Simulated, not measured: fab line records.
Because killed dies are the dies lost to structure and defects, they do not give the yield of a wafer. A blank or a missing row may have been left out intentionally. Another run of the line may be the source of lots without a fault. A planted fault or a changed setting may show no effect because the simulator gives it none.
Which tool was responsible?    flow gf180mcu    6 lots, 18 wafers sampled, at 1 step of a route of 602

WHAT THE GAUGES SHOWED, per wafer
GF_M1_OVL_MEAS_15.
lot   measured      on          M1_OVL (nm)
L513  day 18 23:39  overlay-02  -2 4 -4
L518  day 20 18:25  overlay-02  -2 5 2
L521  day 21 23:27  overlay-02  3 4 7
L524  day 23 03:42  overlay-02  -2 -6 -5
L530  day 25 01:19  overlay-01  1 0 0
L531  day 25 09:58  overlay-01  -6 -2 -6

EACH LOT AND THE TOOL THAT RAN IT (in order: tool; ch and the chambers of the sampled wafers; start)
No process step before these readings appears in the record.

THE ANSWER, worked out from the rows above alone
Rule: the usual values come from the lots themselves. Put in order of their means at a reading, lots are off if they are a third of the lots or fewer, leave a main group of 4 or more, and stand apart from it by a gap of 3 or more times the standard deviation of the main group's means; of several such gaps the widest counts. A main group is skipped when, at the precision printed for the reading in the tables above, its means are all equal. Also off: a lot with no number at a reading for which 4 or more lots have one. Any other lot the step has rows for is counted as sound.
None of the lots is off at any reading shown; this tells nothing.

WHAT THE SIMULATOR PUT IN
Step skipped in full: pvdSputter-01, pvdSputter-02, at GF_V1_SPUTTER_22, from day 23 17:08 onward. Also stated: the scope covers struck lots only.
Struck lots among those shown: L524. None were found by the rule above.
